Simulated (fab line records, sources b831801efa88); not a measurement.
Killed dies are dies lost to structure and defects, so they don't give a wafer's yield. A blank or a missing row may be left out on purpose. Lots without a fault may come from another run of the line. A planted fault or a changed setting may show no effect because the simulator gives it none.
Which tool did it? | flow sky130 | 13 lots, 39 wafers sampled, at 5 steps of a route of 708

WHAT THE GAUGES READ, wafer by wafer
SKY_POLY_GATE_THK_MEAS_04.
lot  | measured     | on            | POLY_GATE_CVD_03_THK (nm)
L851 | day 15 12:52 | film_metro-02 | 76.4 75.9 75.5
L852 | day 16 04:11 | film_metro-04 | 75.9 75.8 76.3
L853 | day 16 15:24 | film_metro-04 | 75.2 75.2 75.9
L854 | day 17 03:59 | film_metro-04 | 75.4 75.6 75.4
L856 | day 18 18:43 | film_metro-01 | 75.0 74.6 75.1
L857 | day 18 18:44 | film_metro-02 | 74.9 75.6 75.0
L861 | day 19 16:48 | film_metro-01 | 75.7 75.7 76.0
L864 | day 20 10:34 | film_metro-02 | 74.7 75.1 74.1
L866 | day 21 07:39 | film_metro-04 | 74.3 73.9 74.4
L868 | day 22 00:43 | film_metro-01 | 76.3 76.2 76.5
L869 | day 22 12:03 | film_metro-02 | 74.9 75.0 74.5
L870 | day 22 13:37 | film_metro-02 | 74.0 74.4 74.9
L872 | day 23 09:16 | film_metro-01 | 75.3 74.5 74.5

SKY_POLY_GATE_CD_MEAS_13: target cd 150 nm.
lot  | measured     | on        | cd_nm (nm)
L851 | day 16 16:15 | cd_sem-02 | 148.1 148.3 149.2
L852 | day 17 08:22 | cd_sem-01 | 148.9 150.3 149.0
L853 | day 17 19:38 | cd_sem-02 | 148.2 147.6 147.5
L854 | day 18 09:53 | cd_sem-01 | 149.6 149.0 149.0
L856 | day 20 01:47 | cd_sem-02 | 150.6 149.2 148.9
L857 | day 20 00:51 | cd_sem-01 | 149.6 150.3 149.7
L861 | day 21 00:08 | cd_sem-01 | 148.5 150.0 149.2
L864 | day 21 16:58 | cd_sem-01 | 148.8 149.4 149.0
L866 | day 22 14:11 | cd_sem-01 | 150.5 151.7 149.9
L868 | day 23 06:33 | cd_sem-02 | 152.1 152.2 151.3
L869 | day 23 17:32 | cd_sem-01 | 149.2 149.4 148.4
L870 | day 23 19:06 | cd_sem-02 | 150.2 150.7 150.1
L872 | day 24 15:27 | cd_sem-02 | 149.4 150.9 149.2

SKY_LDD_HVP_TW_MEAS_10.
lot  | measured     | on            | LDD_HVP_TW
L851 | day 21 19:41 | film_metro-04 | 457 454 451
L852 | day 22 15:50 | film_metro-01 | 456 456 458
L853 | day 23 00:34 | film_metro-01 | 455 459 458
L854 | day 23 16:40 | film_metro-01 | 457 457 456
L856 | day 25 10:52 | film_metro-04 | 453 451 456
L857 | day 25 04:35 | film_metro-03 | 466 466 462
L861 | day 26 03:55 | film_metro-03 | 477 481 481
L864 | day 26 20:02 | film_metro-01 | 470 469 470
L866 | day 27 14:37 | film_metro-03 | 466 466 469
L868 | day 28 08:05 | film_metro-01 | 460 459 459
L869 | day 28 16:22 | film_metro-01 | 456 461 458
L870 | day 28 18:17 | film_metro-01 | 457 461 459
L872 | day 29 13:44 | film_metro-04 | 456 455 454

SKY_SD_P_TW_MEAS_11.
lot  | measured     | on            | SD_P_TW
L851 | day 25 20:13 | film_metro-04 | 2785 2805 2790
L852 | day 26 10:04 | film_metro-04 | 2823 2806 2814
L853 | day 26 19:02 | film_metro-01 | 2831 2827 2828
L854 | day 27 11:32 | film_metro-04 | 2790 2814 2802
L856 | day 29 04:35 | film_metro-04 | 2804 2794 2792
L857 | day 28 20:33 | film_metro-02 | 2794 2800 2783
L861 | day 29 20:26 | film_metro-02 | 2827 2837 2827
L864 | day 30 12:01 | film_metro-01 | 2809 2817 2817
L866 | day 31 10:16 | film_metro-01 | 2792 2816 2814
L868 | day 31 19:33 | film_metro-04 | 2813 2798 2780
L869 | day 32 09:23 | film_metro-04 | 2790 2775 2798
L870 | day 32 10:42 | film_metro-04 | 2791 2783 2774
L872 | day 33 00:12 | film_metro-04 | 2800 2782 2801

WHICH TOOL RAN EACH LOT (tool, then ch and the chambers of the sampled wafers, then the start)
lot  | SKY_LDD_HVP_IMPLANT_08
L851 | implanter-03 ch 0, day 21 19:27
L852 | implanter-03 ch 0, day 22 15:37
L853 | implanter-02 ch 0, day 23 00:19
L854 | implanter-03 ch 0, day 23 16:25
L856 | implanter-02 ch 0, day 25 10:37
L857 | implanter-02 ch 0, day 25 04:20
L861 | implanter-01 ch 0, day 26 03:40
L864 | implanter-01 ch 0, day 26 19:49
L866 | implanter-02 ch 0, day 27 14:22
L868 | implanter-03 ch 0, day 28 07:50
L869 | implanter-03 ch 0, day 28 16:07
L870 | implanter-03 ch 0, day 28 18:02
L872 | implanter-02 ch 0, day 29 13:29
- SKY_LDD_HVP_IMPLANT_08

WHAT THE TOOLS THEMSELVES READ (means of the sampled wafers that have a number; where no wafer has one, the mark that the record gives instead)
SKY_LDD_HVP_IMPLANT_08.
lot  | tool         | beam_on_s (s) | end_station_pressure_torr (Torr) | faraday_current_uA
L851 | implanter-03 | 10.02         | 5.12e-06                         | 97.6
L852 | implanter-03 | 9.88          | 5.01e-06                         | 98.9
L853 | implanter-02 | 9.97          | 5.07e-06                         | 98.1
L854 | implanter-03 | 9.89          | 5.07e-06                         | 98.8
L856 | implanter-02 | 9.88          | 4.90e-06                         | 98.9
L857 | implanter-02 | 10.12         | 5.10e-06                         | 96.8
L861 | implanter-01 | 10.77         | 6.04e-05                         | 87.5
L864 | implanter-01 | 11.11         | 6.45e-05                         | 85.1
L866 | implanter-02 | 10.18         | 5.19e-06                         | 96.1
L868 | implanter-03 | 10.02         | 5.08e-06                         | 98.0
L869 | implanter-03 | 9.93          | 5.16e-06                         | 98.5
L870 | implanter-03 | 10.12         | 5.20e-06                         | 97.0
L872 | implanter-02 | 10.08         | 4.94e-06                         | 97.2

THE ANSWER, worked out from the rows above alone
Rule: what is usual is taken from the lots themselves. Put in order of their means at a reading, lots are off if they are a third of the lots or fewer, leave a main group of 4 or more, and stand apart from it by a gap of 3 or more times the standard deviation of the main group's means; of several such gaps the widest counts. A main group whose means are all the same, to the digits that the tables above print for the reading, isn't used. A lot without any number at a reading at which 4 lots or more have one is off too. The other lots that the step has rows for count as sound. The gauges are gone through in route order, then the tools' own readings, and for those a lot's mean is taken as printed above. The first step at which some lot is off is used, and at that step the reading that is off furthest; a lot without a number counts as furthest.
Off: L861, L864, at SKY_LDD_HVP_IMPLANT_08 (end_station_pressure_torr). The main group: mean 5.08e-06 Torr, standard deviation 9.1e-08.
A tool fits if, at that step or a process step before it, it ran every lot that is off, and no sound lot after the first of them. One fits: implanter-01 at SKY_LDD_HVP_IMPLANT_08. It ran no sound lot before its first lot that is off in this sample, so the start can't be narrowed down.
The tool's own readings at SKY_LDD_HVP_IMPLANT_08 bear it out: on the lots that are off they differ by more than 5 times the standard deviation of the sound lots' means. beam_on_s reads 10.94 s there against 10.01 s on the sound lots; end_station_pressure_torr reads 6.25e-05 Torr there against 5.08e-06 Torr on the sound lots; faraday_current_uA reads 86.3 there against 97.8 on the sound lots.

WHAT THE SIMULATOR HAD PUT IN
Process parameter drift: implanter-01, from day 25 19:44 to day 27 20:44, at SKY_LDD_HVP_IMPLANT_08. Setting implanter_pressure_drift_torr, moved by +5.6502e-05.
Process parameter drift: implanter-01, from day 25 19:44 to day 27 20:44, at SKY_LDD_HVP_IMPLANT_08. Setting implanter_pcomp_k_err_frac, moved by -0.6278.
Lots struck among those shown: L861, L864. The rule above found the same.
